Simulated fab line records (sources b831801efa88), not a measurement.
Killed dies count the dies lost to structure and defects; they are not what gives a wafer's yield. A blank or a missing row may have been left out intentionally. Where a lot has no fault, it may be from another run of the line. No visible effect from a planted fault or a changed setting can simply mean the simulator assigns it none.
fab line records / flow sky130
record: lots: 6 wafers: 18 last-day: 50
route steps=708 shown POLY_GATE@233 LDD_N@237 PAD_OPEN@708
lots untouched by any fault: they come from a run of this same line in which no faults occurred
start-h: the number of hours between the record's first day and the start of the first shown wafer of the lot / wait-h: time in hours since the lot's previous step / " same as the row above / L1.1+2: one row covering several wafers at once / - value missing, or start not given / * or withheld: withheld / < > ~ a bound
route shown NAME@n: NAME is a module with steps in the file, n the number in the route of the first one / usual: mean/standard deviation of fault-free wafers / same: alike in all rows / chamber/n: place in a boat / sites: the reading at each site / _std_site: their standard deviation / _edge_site: the outer-site mean with the inner-site mean subtracted / radius-mm: how far each site lies from the wafer's centre / mask NAME#n: copy n / behind: the tool/chamber that last shaped the wafer / hold: why the lot was held/for how many hours/how that ended / device: the transistor (n, p or np) that didn't switch / end of line: at the end of the route, the tests of the same wafers / a step without rows: its recipe alone / killed: count of dies lost to structure and defects at first sort (not the wafer's yield) / map: the dies of a wafer, with x for killed, . for not killed, _ for no die there
set.NAME: the setting the step ran with; set.NAME@STEP: the setting that earlier step ran with / model.NAME: the simulator's own value behind a step, which no gauge read
lots at some steps of the route; a table a step, a row a wafer
services: the hour from which a tool's chamber was out of use, counted from the record's first day as start-h (under 0 if before that day), plus the number of hours and why
== steps ==
step: SKY_POLY_GATE_CLEAN_19
recipe: chemistry: SC1/SC2 mix: 1:4:20 temp-c: 70 time-s: 150 dry: n2-spin
step: SKY_POLY_GATE_OXIDATION_20
recipe: temp-c: 850 ambient: O2 stabilise-s: 600 purge-s: 300 target-thk-a: 40 ox-time-s: 899
step: SKY_POLY_GATE_THK_MEAS_21
recipe: reads: SiO2_of_POLY_GATE_OXIDATION_20
usual: POLY_GATE_OXIDATION_THK: 4.00/0.075
lot.wafer=L286.3 tool=film-metro-01 chamber=- start-h=371.25 wait-h=0.0 POLY_GATE_OXIDATION_THK[nm]=4.17
lot.wafer=L286.5 tool=film-metro-01 chamber=- start-h=371.25 wait-h=0.0 POLY_GATE_OXIDATION_THK[nm]=4.06
lot.wafer=L286.6 tool=film-metro-01 chamber=- start-h=371.25 wait-h=0.0 POLY_GATE_OXIDATION_THK[nm]=4.02
lot.wafer=L290.1 tool=film-metro-04 chamber=- start-h=399.87 wait-h=0.0 POLY_GATE_OXIDATION_THK[nm]=4.00
lot.wafer=L290.4 tool=film-metro-04 chamber=- start-h=399.87 wait-h=0.0 POLY_GATE_OXIDATION_THK[nm]=4.11
lot.wafer=L290.5 tool=film-metro-04 chamber=- start-h=399.87 wait-h=0.0 POLY_GATE_OXIDATION_THK[nm]=4.02
lot.wafer=L296.1 tool=film-metro-03 chamber=- start-h=475.78 wait-h=0.0 POLY_GATE_OXIDATION_THK[nm]=3.91
lot.wafer=L296.2 tool=film-metro-03 chamber=- start-h=475.78 wait-h=0.0 POLY_GATE_OXIDATION_THK[nm]=3.93
lot.wafer=L296.4 tool=film-metro-03 chamber=- start-h=475.78 wait-h=0.0 POLY_GATE_OXIDATION_THK[nm]=3.94
lot.wafer=L298.1 tool=film-metro-01 chamber=- start-h=483.98 wait-h=0.0 POLY_GATE_OXIDATION_THK[nm]=4.16
lot.wafer=L298.5 tool=film-metro-01 chamber=- start-h=483.98 wait-h=0.0 POLY_GATE_OXIDATION_THK[nm]=3.98
lot.wafer=L298.6 tool=film-metro-01 chamber=- start-h=483.98 wait-h=0.0 POLY_GATE_OXIDATION_THK[nm]=4.08
lot.wafer=L305.2 tool=film-metro-04 chamber=- start-h=538.03 wait-h=0.0 POLY_GATE_OXIDATION_THK[nm]=3.92
lot.wafer=L305.3 tool=film-metro-04 chamber=- start-h=538.03 wait-h=0.0 POLY_GATE_OXIDATION_THK[nm]=3.98
lot.wafer=L305.4 tool=film-metro-04 chamber=- start-h=538.03 wait-h=0.0 POLY_GATE_OXIDATION_THK[nm]=3.97
lot.wafer=L308.3 tool=film-metro-03 chamber=- start-h=563.11 wait-h=0.0 POLY_GATE_OXIDATION_THK[nm]=3.89
lot.wafer=L308.4 tool=film-metro-03 chamber=- start-h=563.11 wait-h=0.0 POLY_GATE_OXIDATION_THK[nm]=3.96
lot.wafer=L308.5 tool=film-metro-03 chamber=- start-h=563.11 wait-h=0.0 POLY_GATE_OXIDATION_THK[nm]=3.89
step: SKY_POLY_GATE_CD_MEAS_22
usual: cd-nm: 149.2/2
lot.wafer=L286.3 tool=cd-sem-02 chamber=- start-h=371.35 wait-h=0.1 cd-nm=148.7
lot.wafer=L286.5 tool=cd-sem-02 chamber=- start-h=371.35 wait-h=0.1 cd-nm=150.3
lot.wafer=L286.6 tool=cd-sem-02 chamber=- start-h=371.35 wait-h=0.1 cd-nm=150.6
lot.wafer=L290.1 tool=cd-sem-02 chamber=- start-h=399.93 wait-h=0.1 cd-nm=149.9
lot.wafer=L290.4 tool=cd-sem-02 chamber=- start-h=399.93 wait-h=0.1 cd-nm=147.6
lot.wafer=L290.5 tool=cd-sem-02 chamber=- start-h=399.93 wait-h=0.1 cd-nm=148.9
lot.wafer=L296.1 tool=cd-sem-02 chamber=- start-h=475.84 wait-h=0.1 cd-nm=146.8
lot.wafer=L296.2 tool=cd-sem-02 chamber=- start-h=475.84 wait-h=0.1 cd-nm=148.6
lot.wafer=L296.4 tool=cd-sem-02 chamber=- start-h=475.84 wait-h=0.1 cd-nm=147.2
lot.wafer=L298.1 tool=cd-sem-02 chamber=- start-h=484.04 wait-h=0.1 cd-nm=151.3
lot.wafer=L298.5 tool=cd-sem-02 chamber=- start-h=484.04 wait-h=0.1 cd-nm=151.2
lot.wafer=L298.6 tool=cd-sem-02 chamber=- start-h=484.04 wait-h=0.1 cd-nm=149.0
lot.wafer=L305.2 tool=cd-sem-01 chamber=- start-h=538.11 wait-h=0.1 cd-nm=150.4
lot.wafer=L305.3 tool=cd-sem-01 chamber=- start-h=538.11 wait-h=0.1 cd-nm=147.2
lot.wafer=L305.4 tool=cd-sem-01 chamber=- start-h=538.11 wait-h=0.1 cd-nm=153.0
lot.wafer=L308.3 tool=cd-sem-01 chamber=- start-h=563.21 wait-h=0.1 cd-nm=150.2
lot.wafer=L308.4 tool=cd-sem-01 chamber=- start-h=563.21 wait-h=0.1 cd-nm=152.3
lot.wafer=L308.5 tool=cd-sem-01 chamber=- start-h=563.21 wait-h=0.1 cd-nm=150.7
step: SKY_LDD_N_DEHYDRATE_00
recipe: temp-c: 200 time-s: 60
step: SKY_LDD_N_HMDS_01
recipe: prime-time-s: 60 prime-temp-c: 120
step: SKY_LDD_N_COAT_02
recipe: resist: NOVOLAK spin-rpm: 3000 resist-thk-nm: 300
step: SKY_LDD_N_SOFTBAKE_03
recipe: temp-c: 90 time-s: 57.87 resist: NOVOLAK
step: SKY_LDD_N_EXPOSE_04
recipe: mask-id: NTM target-cd-nm: 840 na: 0.6 source-shape: conventional sigma-outer: 0.6 dose-mj: 110
step: SKY_LDD_N_PEB_05
recipe: temp-c: withheld time-s: * resist: NOVOLAK
step: SKY_LDD_N_DEVELOP_06
recipe: develop-time-s: 60 dev-temp-c: 23
step: SKY_LDD_N_OVL_MEAS_07
usual: LDD_N_OVL: -0.3/1.3
lot.wafer=L286.3 tool=overlay-02 chamber=- start-h=397.72 wait-h=0.1 LDD_N_OVL[nm]=-1.5
lot.wafer=L286.5 tool=overlay-02 chamber=- start-h=397.72 wait-h=0.1 LDD_N_OVL[nm]=-0.4
lot.wafer=L286.6 tool=overlay-02 chamber=- start-h=397.72 wait-h=0.1 LDD_N_OVL[nm]=-0.2
lot.wafer=L290.1 tool=overlay-02 chamber=- start-h=429.99 wait-h=0.1 LDD_N_OVL[nm]=1.3
lot.wafer=L290.4 tool=overlay-02 chamber=- start-h=429.99 wait-h=0.1 LDD_N_OVL[nm]=1.5
lot.wafer=L290.5 tool=overlay-02 chamber=- start-h=429.99 wait-h=0.1 LDD_N_OVL[nm]=1.5
lot.wafer=L296.1 tool=overlay-02 chamber=- start-h=506.31 wait-h=0.1 LDD_N_OVL[nm]=-0.3
lot.wafer=L296.2 tool=overlay-02 chamber=- start-h=506.31 wait-h=0.1 LDD_N_OVL[nm]=-1.7
lot.wafer=L296.4 tool=overlay-02 chamber=- start-h=506.31 wait-h=0.1 LDD_N_OVL[nm]=1.2
lot.wafer=L298.1 tool=overlay-01 chamber=- start-h=514.53 wait-h=0.1 LDD_N_OVL[nm]=-0.3
lot.wafer=L298.5 tool=overlay-01 chamber=- start-h=514.53 wait-h=0.1 LDD_N_OVL[nm]=0.2
lot.wafer=L298.6 tool=overlay-01 chamber=- start-h=514.53 wait-h=0.1 LDD_N_OVL[nm]=0.8
lot.wafer=L305.2 tool=overlay-02 chamber=- start-h=567.54 wait-h=0.1 LDD_N_OVL[nm]=0.3
lot.wafer=L305.3 tool=overlay-02 chamber=- start-h=567.54 wait-h=0.1 LDD_N_OVL[nm]=1.7
lot.wafer=L305.4 tool=overlay-02 chamber=- start-h=567.54 wait-h=0.1 LDD_N_OVL[nm]=0.7
lot.wafer=L308.3 tool=overlay-01 chamber=- start-h=592.84 wait-h=0.1 LDD_N_OVL[nm]=-0.7
lot.wafer=L308.4 tool=overlay-01 chamber=- start-h=592.84 wait-h=0.1 LDD_N_OVL[nm]=-1.1
lot.wafer=L308.5 tool=overlay-01 chamber=- start-h=592.84 wait-h=0.1 LDD_N_OVL[nm]=-1.6
step: SKY_LDD_N_IMPLANT_08
recipe: species: As energy-kev: 20 dose-cm2: 7.5e+13 tilt-deg: withheld rotation-deg: 23
usual: dose-ions-cm2: 7.501e+13/8e+10 rotation-deg: 22.998/0.021
same: implant-ion-amu: 75
lot.wafer=L286.3 tool=implanter-01 chamber=0 start-h=397.79 wait-h=0.1 dose-ions-cm2=7.489e+13 rotation-deg=22.975
lot.wafer=L286.5 tool=implanter-01 chamber=0 start-h=397.79 wait-h=0.1 dose-ions-cm2=7.505e+13 rotation-deg=23.002
lot.wafer=L286.6 tool=implanter-01 chamber=0 start-h=397.79 wait-h=0.1 dose-ions-cm2=7.498e+13 rotation-deg=22.978
lot.wafer=L290.1 tool=implanter-02 chamber=0 start-h=430.02 wait-h=0.0 dose-ions-cm2=7.505e+13 rotation-deg=22.987
lot.wafer=L290.4 tool=implanter-02 chamber=0 start-h=430.02 wait-h=0.0 dose-ions-cm2=7.505e+13 rotation-deg=23.039
lot.wafer=L290.5 tool=implanter-02 chamber=0 start-h=430.02 wait-h=0.0 dose-ions-cm2=7.509e+13 rotation-deg=23.029
lot.wafer=L296.1 tool=implanter-02 chamber=0 start-h=506.34 wait-h=0.0 dose-ions-cm2=7.375e+13 rotation-deg=23.004
lot.wafer=L296.2 tool=implanter-02 chamber=0 start-h=506.34 wait-h=0.0 dose-ions-cm2=7.369e+13 rotation-deg=23.026
lot.wafer=L296.4 tool=implanter-02 chamber=0 start-h=506.34 wait-h=0.0 dose-ions-cm2=7.373e+13 rotation-deg=23.008
lot.wafer=L298.1 tool=implanter-02 chamber=0 start-h=514.57 wait-h=0.0 dose-ions-cm2=7.355e+13 rotation-deg=22.981
lot.wafer=L298.5 tool=implanter-02 chamber=0 start-h=514.57 wait-h=0.0 dose-ions-cm2=7.363e+13 rotation-deg=23.014
lot.wafer=L298.6 tool=implanter-02 chamber=0 start-h=514.57 wait-h=0.0 dose-ions-cm2=7.372e+13 rotation-deg=23.021
lot.wafer=L305.2 tool=implanter-04 chamber=0 start-h=567.60 wait-h=0.0 dose-ions-cm2=7.503e+13 rotation-deg=23.008
lot.wafer=L305.3 tool=implanter-04 chamber=0 start-h=567.60 wait-h=0.0 dose-ions-cm2=7.502e+13 rotation-deg=22.997
lot.wafer=L305.4 tool=implanter-04 chamber=0 start-h=567.60 wait-h=0.0 dose-ions-cm2=7.502e+13 rotation-deg=22.983
lot.wafer=L308.3 tool=implanter-04 chamber=0 start-h=592.92 wait-h=0.1 dose-ions-cm2=7.505e+13 rotation-deg=23.025
lot.wafer=L308.4 tool=implanter-04 chamber=0 start-h=592.92 wait-h=0.1 dose-ions-cm2=7.506e+13 rotation-deg=23.015
lot.wafer=L308.5 tool=implanter-04 chamber=0 start-h=592.92 wait-h=0.1 dose-ions-cm2=7.519e+13 rotation-deg=22.999
step: SKY_LDD_N_IMPLANT_09
recipe: species: As energy-kev: 20 dose-cm2: 7.5e+13 tilt-deg: withheld rotation-deg: 113
step: SKY_PAD_OPEN_PROBE_99
usual: killed_at_M0_to_M3: 43/6.5 killed_at_M4_up: 3.1/1.8 killed-at-contacts: 24/4.8 killed-at-front-end: 15/4.7 killed-at-other: 0.3/0.58 killed-dies: 86/8.6 killed-open: 47/6.7 killed-short: 39/6.1
same: gross-dies: 492 killed-at-back-side: 0
lot.wafer=L290.1 tool=prober-01 chamber=- start-h=1095.91 wait-h=0.1 killed_at_M0_to_M3=35 killed_at_M4_up=3 killed-at-contacts=27 killed-at-front-end=22 killed-at-other=0 killed-dies=87 killed-open=49 killed-short=38
lot.wafer=L290.4 tool=prober-01 chamber=- start-h=1096.06 wait-h=0.2 killed_at_M0_to_M3=41 killed_at_M4_up=2 killed-at-contacts=29 killed-at-front-end=11 killed-at-other=1 killed-dies=84 killed-open=39 killed-short=45
lot.wafer=L290.5 tool=prober-01 chamber=- start-h=1096.11 wait-h=0.2 killed_at_M0_to_M3=37 killed_at_M4_up=1 killed-at-contacts=31 killed-at-front-end=18 killed-at-other=0 killed-dies=87 killed-open=45 killed-short=42
lot.wafer=L298.1 tool=prober-01 chamber=- start-h=1145.41 wait-h=0.1 killed_at_M0_to_M3=28 killed_at_M4_up=1 killed-at-contacts=22 killed-at-front-end=25 killed-at-other=0 killed-dies=76 killed-open=39 killed-short=37
lot.wafer=L298.5 tool=prober-01 chamber=- start-h=1145.61 wait-h=0.2 killed_at_M0_to_M3=44 killed_at_M4_up=1 killed-at-contacts=23 killed-at-front-end=21 killed-at-other=0 killed-dies=89 killed-open=52 killed-short=37
lot.wafer=L298.6 tool=prober-01 chamber=- start-h=1145.66 wait-h=0.2 killed_at_M0_to_M3=48 killed_at_M4_up=2 killed-at-contacts=25 killed-at-front-end=28 killed-at-other=0 killed-dies=103 killed-open=62 killed-short=41
killed by level:class
L290.1 VIA1:geometric-particle:open=15 CONTACT:geometric-particle:open=13 FIELD_ISO:geometric-particle:short=6 POLY_GATE:geometric-particle:open=6 METAL1:geometric-particle:short=5 LI_CONTACT:geometric-particle:open=4 LOCAL_INTERCONNECT:geometric-particle:short=4 CONTACT:geometric-particle:short=4
L290.4 LI_CONTACT:geometric-particle:open=9 VIA1:geometric-particle:open=7 CONTACT:geometric-particle:open=7 METAL1:geometric-particle:short=7 VIA3:geometric-particle:open=6 LI_CONTACT:geometric-particle:short=5 CONTACT:geometric-particle:short=5 FIELD_ISO:geometric-particle:short=4
L290.5 LI_CONTACT:geometric-particle:open=12 CONTACT:geometric-particle:open=10 VIA1:geometric-particle:open=9 FIELD_ISO:geometric-particle:short=6 METAL1:geometric-particle:short=6 VIA1:geometric-particle:short=6 LI_CONTACT:geometric-particle:short=5 POLY_GATE:geometric-particle:short=4
L298.1 CONTACT:geometric-particle:open=9 FIELD_ISO:geometric-particle:short=8 VIA1:geometric-particle:open=7 FIELD_ISO:geometric-particle:open=6 METAL1:geometric-particle:short=6 VIA3:geometric-particle:open=6 POLY_GATE:geometric-particle:short=5 LI_CONTACT:geometric-particle:open=4
L298.5 VIA1:geometric-particle:open=12 VIA3:geometric-particle:open=10 FIELD_ISO:geometric-particle:short=7 FIELD_ISO:geometric-particle:open=7 LI_CONTACT:geometric-particle:open=7 CONTACT:geometric-particle:open=6 CONTACT:geometric-particle:short=5 VIA3:geometric-particle:short=5
L298.6 VIA1:geometric-particle:open=12 CONTACT:geometric-particle:open=12 FIELD_ISO:geometric-particle:open=10 VIA1:geometric-particle:short=7 LI_CONTACT:geometric-particle:open=7 METAL2:geometric-particle:short=7 POLY_GATE:geometric-particle:open=6 FIELD_ISO:geometric-particle:short=5
== services ==
tool=implanter-02 chamber=- start-h=379.66 hours=4.1 kind=repair
tool=implanter-01 chamber=- start-h=404.18 hours=5.0 kind=repair
tool=implanter-04 chamber=- start-h=432.14 hours=2.2 kind=repair
tool=implanter-01 chamber=- start-h=467.91 hours=3.4 kind=pm
tool=implanter-02 chamber=- start-h=472.74 hours=2.0 kind=repair
tool=implanter-02 chamber=- start-h=486.66 hours=2.1 kind=pm
tool=implanter-01 chamber=- start-h=500.76 hours=0.9 kind=repair
tool=implanter-01 chamber=- start-h=512.18 hours=5.8 kind=repair
tool=implanter-04 chamber=- start-h=521.01 hours=0.5 kind=repair
tool=implanter-02 chamber=- start-h=548.05 hours=1.2 kind=repair
== key ==
first-sign: step: SKY_LDD_N_IMPLANT_08 reading: dose-ions-cm2 direction: down sigmas: 17 usual: * struck: *
effect none on later readings
met-at SKY_LDD_N_IMPLANT_08
struck-wafers L296.1,L296.2,L296.4,L298.1,L298.5,L298.6
tester-left-out L296,L298
onset-between 430.02 506.34
fault: kind: process-parameter-drift tool: implanter-02 chamber: - onset-h: 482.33 steps: SKY_LDD_N_IMPLANT_08 channel: dose-cm2 offset: * shape: step end-h: 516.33 acts-in: * stated: *
tester-left-out: of these lots the tester's yield and bins aren't shown, on N5 and GAA mostly nor the transistor test; their killed dies are dies lost to structure and defects alone, not to doping, threshold or leakage, so they don't give the yield
